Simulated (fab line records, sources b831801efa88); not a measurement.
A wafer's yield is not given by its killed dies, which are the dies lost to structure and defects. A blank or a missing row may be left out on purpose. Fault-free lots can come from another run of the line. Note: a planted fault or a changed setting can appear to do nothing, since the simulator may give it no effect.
A struck lot beside a sound one -- flow sky130 -- 20 steps out of a route of 708
Sound: these wafers, L377.2, L377.3, L377.5. The struck wafers were L386.3, L386.5, L386.6. The cause comes at the end.
Each step with rows lists, per side, the tool, then ch with its chambers, then its first start. Under that, the readings that differ: sound wafers -- struck wafers -- difference of the means -- sigmas: that difference in standard deviations of wafers without a fault.
alike: readings whose means differ by less than 2 such deviations, and words and numbers that are the same on both sides. not compared: withheld readings, readings that some wafer has no value for, bounds like >300 that may hide the same value, and numbers for which the record gives no deviation and whose values overlap.
The two part at a step that has a row with sigmas, a row that says differs or no value, or rows on one side only. Non-overlapping numbers with no deviation appear without sigmas and do not part them. A reading that every wafer of one side lacks parts them only if that side has two wafers or more.

first, 4 steps without rows for these wafers: SKY_NWELL_SOFTBAKE_06; SKY_NWELL_EXPOSE_07 (exposes mask NWM, target cd 840 nm); SKY_NWELL_PEB_08; SKY_NWELL_DEVELOP_09 (develop time 60 s).
SKY_NWELL_OVL_MEAS_10:
  sound on overlay-01 at day 6 07:07; struck on overlay-01 at day 8 10:25
  alike: NWELL_00_OVL
then, 3 steps without rows for these wafers: SKY_NWELL_IMPLANT_11; SKY_NWELL_IMPLANT_12; SKY_NWELL_IMPLANT_13.
SKY_NWELL_STRIP_14: strips in O2/N2.
  sound on plasma-asher-04 ch 0,1, day 6 07:36; struck on plasma-asher-04 ch 0,1, day 8 10:55
  alike: drypump-motor-current-A, oes-product-au, strip-time-to-endpoint-s
  not compared: rf-hours-counter-h
SKY_NWELL_TW_MEAS_15:
  sound on film-metro-02 at day 6 07:43; struck on film-metro-03 at day 8 11:00
  alike: NWELL_TW
then, 2 steps without rows for these wafers: SKY_NWELL_DEHYDRATE_16 (time 60 s); SKY_NWELL_HMDS_17 (prime time 60 s).
SKY_NWELL_COAT_18: resist thk 3000 nm.
  sound on litho-track-04 ch 0, day 6 17:07; struck on litho-track-04, day 8 21:02
  no value came back on the struck wafers for chill-plate-temp-C (C), dispense-pressure-kPa (kPa), spin-speed-rpm (rpm); on the sound wafers chill-plate-temp-C (C) reads 23.01 23.15 22.98
then, 4 steps without rows for these wafers: SKY_NWELL_SOFTBAKE_19; SKY_NWELL_EXPOSE_20 (exposes mask NWM COMPLEMENT, target cd 840 nm); SKY_NWELL_PEB_21; SKY_NWELL_DEVELOP_22 (develop time 60 s).
SKY_NWELL_OVL_MEAS_23:
  sound on overlay-01 at day 7 03:07; struck on overlay-01 at day 9 07:35
reading,sound,struck,difference,sigmas
NWELL_01_OVL (nm),-0.3 -2.0 -1.9,- - -,no value on the struck wafers,
after that, 1 step had no rows for these wafers: SKY_NWELL_IMPLANT_24.
-- the record jumps here: 40 days lie between the struck wafers' starts before and after (it left off in module NWELL and takes up again in module PAD_OPEN, whose first step shown is number 708 of the route) --
SKY_PAD_OPEN_PROBE_99:
  sound on prober-01 at day 47 18:53; struck on prober-02 at day 49 17:49
reading,sound,struck,difference,sigmas
killed-at-front-end,12 14 17,428 440 426,+417,+87
killed-dies,88 86 98,492 492 492,+401,+43
killed-on-rim,19 11 14,96 96 96,+81,+20
  alike: killed_at_M0_to_M3, killed_at_M4_up, killed-at-contacts, killed-at-other, killed-open, killed-short

## WHERE THEY PART
First at SKY_NWELL_COAT_18; last, within this record, at SKY_PAD_OPEN_PROBE_99.

WHY: whatever the simulator had introduced
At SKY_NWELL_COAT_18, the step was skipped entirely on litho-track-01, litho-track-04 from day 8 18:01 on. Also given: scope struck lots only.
